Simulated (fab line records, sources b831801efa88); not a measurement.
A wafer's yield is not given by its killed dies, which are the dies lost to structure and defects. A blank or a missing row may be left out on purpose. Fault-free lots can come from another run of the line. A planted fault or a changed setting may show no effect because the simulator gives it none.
Comparing a struck lot with a sound one | flow sky130 | 27 steps out of a route of 708
Sound: these wafers, L379.1, L379.2, L379.4. Struck: wafer L393.6 (L393.4, L393.5, from the same lot, were not struck and are left out); the cause is given at the end.
Order at every step that has rows: each side's tool, ch and its chambers, its first start. Under that, the readings that differ: sound wafers | struck wafers | difference of the means | sigmas: that difference in standard deviations of wafers without a fault.
alike: words and numbers the same on both sides, and readings whose means are apart by under 2 such deviations; not compared: readings that were withheld, readings missing a value for some wafer, numbers with overlapping values and no deviation given by the record, and bounds like >300 which may hide the same value.
The two part at a step that has a row with sigmas, a row that says differs or no value, or rows on one side only. Non-overlapping numbers with no deviation appear without sigmas and do not part them. A reading missing from all wafers of one side parts the sides only when that side holds two or more wafers.

first, 2 steps without rows for these wafers: SKY_LDD_LDN_PEB_05; SKY_LDD_LDN_DEVELOP_06 (develop time 60 s).
SKY_LDD_LDN_OVL_MEAS_07:
  struck on overlay-01, day 29 05:26; sound on overlay-01, day 24 04:50
  reading          | sound       | struck | difference | sigmas
  LDD_LDN_OVL (nm) | 2.5 2.1 2.0 | -0.2   | -2.4       | -2
then, 4 steps without rows for these wafers: SKY_LDD_LDN_IMPLANT_08; SKY_LDD_LDN_IMPLANT_09; SKY_LDD_LDN_IMPLANT_10; SKY_LDD_LDN_IMPLANT_11.
SKY_LDD_LDN_STRIP_12: strips in O2/N2.
  sound on plasma asher-03 ch 0,1, day 24 05:29; struck on plasma asher-02 ch 1, day 29 06:05
  alike: chamber pressure mTorr, drypump motor current A, oes product au, strip time to endpoint s
  not compared: rf hours counter h
SKY_LDD_LDN_TW_MEAS_13:
  struck on film metro-02, day 29 06:11; sound on film metro-02, day 24 05:35
  alike: LDD_LDN_TW
then, 2 steps without rows for these wafers: SKY_LDD_LDN_CLEAN_14 (cleans in SC1/SC2, time 150 s); SKY_SPACER_CVD_00 (deposits Si3N4 from DCS/NH3, target thk 43.1 nm, time 740 s).
SKY_SPACER_THK_MEAS_01:
  struck on film metro-01, day 29 07:30; sound on film metro-02, day 24 06:54
  alike: SPACER_CVD_00_THK
SKY_SPACER_ETCHBACK_02: etches Si3N4 in CH3F/O2, stops on SiO2, time 46.7 s, target depth 45 nm.
  sound on rie diel-03 ch 0,1, day 24 06:58; struck on rie diel-03 ch 1, day 29 07:32
  reading                                    | sound                | struck | difference | sigmas
  oes product au (a.u.)                      | 0.846 0.846 0.843    | 0.730  | -0.115     | -18
  run length s (s)                           | 74.7 74.7 74.8       | 89.4   | +14.7      | +30
  throttle valve pct (%)                     | 10.569 10.564 10.575 | 10.546 | -0.023     | -3
  model.SiO2_of_SONOS_ONO_CVD_04.thk nm (nm) | 4.146 4.305 4.352    | 2.859  | -1.409     |
  alike: chamber pressure mTorr, drypump motor current A
  not compared: rf hours counter h
then, 8 steps without rows for these wafers: SKY_POLY_CUT_DEHYDRATE_00 (time 60 s); SKY_POLY_CUT_HMDS_01 (prime time 60 s); SKY_POLY_CUT_COAT_02 (resist thk 60 nm); SKY_POLY_CUT_COAT_03 (resist thk 450 nm); SKY_POLY_CUT_SOFTBAKE_04 (time 90 s); SKY_POLY_CUT_EXPOSE_05 (exposes mask NPCM, target cd 270 nm); SKY_POLY_CUT_PEB_06; SKY_POLY_CUT_DEVELOP_07 (develop time 60 s).
SKY_POLY_CUT_CD_MEAS_08: target cd 270 nm.
  struck on cd sem-01, day 30 12:22; sound on cd sem-02, day 25 12:41
  alike: cd nm
SKY_POLY_CUT_OVL_MEAS_09:
  struck on overlay-01, day 30 12:27; sound on overlay-01, day 25 12:49
  alike: POLY_CUT_OVL
SKY_POLY_CUT_ETCH_10: etches BARC in N2/H2, stops on SiO2, time 45.9 s, target depth 60 nm.
  sound on rie diel-04 ch 0,1,2, day 25 12:51; struck on rie diel-04 ch 3, day 30 12:28
  alike: chamber pressure mTorr, drypump motor current A, h2 flow sccm, oes product au, throttle valve pct
  not compared: rf hours counter h
SKY_POLY_CUT_ETCH_11: etches Si3N4 in CF4/CH2F2/Ar, stops on poly-Si, time 42.5 s, target depth 60 nm.
  sound on rie diel-04 ch 0,1,2, day 25 12:53; struck on rie diel-04 ch 3, day 30 12:31
  reading                              | sound             | struck | difference | sigmas
  cf4 flow sccm (sccm)                 | 39.90 39.97 40.03 | 39.69  | -0.28      | -3
  oes product au (a.u.)                | 0.832 0.834 0.842 | 0.791  | -0.045     | -7
  model.etch.depth nm (nm)             | 62.35 61.93 62.47 | 57.54  | -4.71      |
  model.POLY_CUT.feature depth nm (nm) | 62.35 61.93 62.47 | 57.54  | -4.71      |
  alike: chamber pressure mTorr, drypump motor current A, throttle valve pct
  not compared: rf hours counter h
SKY_POLY_CUT_STRIP_12: strips in O2/N2.
  sound on plasma asher-01 ch 0,1, day 25 12:56; struck on plasma asher-03 ch 0, day 30 12:35
  alike: chamber pressure mTorr, drypump motor current A, oes product au, strip time to endpoint s
  not compared: rf hours counter h
-- the record jumps here: 20 days lie between the struck wafers' starts before and after (it left off in module POLY_CUT and takes up again in module PAD_OPEN, whose first step shown is number 708 of the route) --
SKY_PAD_OPEN_PROBE_99:
  struck on prober-02, day 50 15:41; sound on prober-02, day 47 08:52
  reading                                 | sound             | struck | difference | sigmas
  model.etest.pfet_01v8.r on ohm um       | 2979 2866 2799    | 2740   | -141       |
  model.etest.res pdiff.line ohm um       | 1352 1353 1351    | 1298   | -54        |
  model.etest.res ndiff.line ohm um       | 771.9 764.9 760   | 725.2  | -40.4      |
  model.etest.sonos uncharged.r on ohm um | 824.5 801.1 807.5 | 796.8  | -14.2      |
  model.etest.pfet_01v8.drive ua um       | 185.8 198 199     | 206.4  | +12.1      |
  model.etest.res pdiff.rs ohm sq         | 197.5 195.9 195.4 | 182.2  | -14.1      |
  model.etest.sram pfet latch.drive ua um | 139.4 142.6 151.4 | 152.3  | +7.8       |
  model.etest.pfet_01v8_hvt.drive ua um   | 139.8 147.2 148.9 | 155    | +10        |
  alike: killed_at_M0_to_M3, killed_at_M4_up, killed at contacts, killed at front end, killed at other, killed dies, killed open, killed short

== WHERE THEY PART ==
Earliest at SKY_LDD_LDN_OVL_MEAS_07; latest, in this record, at SKY_POLY_CUT_ETCH_11. Later steps at which nothing parts them and some readings are alike: SKY_POLY_CUT_STRIP_12, SKY_PAD_OPEN_PROBE_99.

WHY: what had been put in by the simulator
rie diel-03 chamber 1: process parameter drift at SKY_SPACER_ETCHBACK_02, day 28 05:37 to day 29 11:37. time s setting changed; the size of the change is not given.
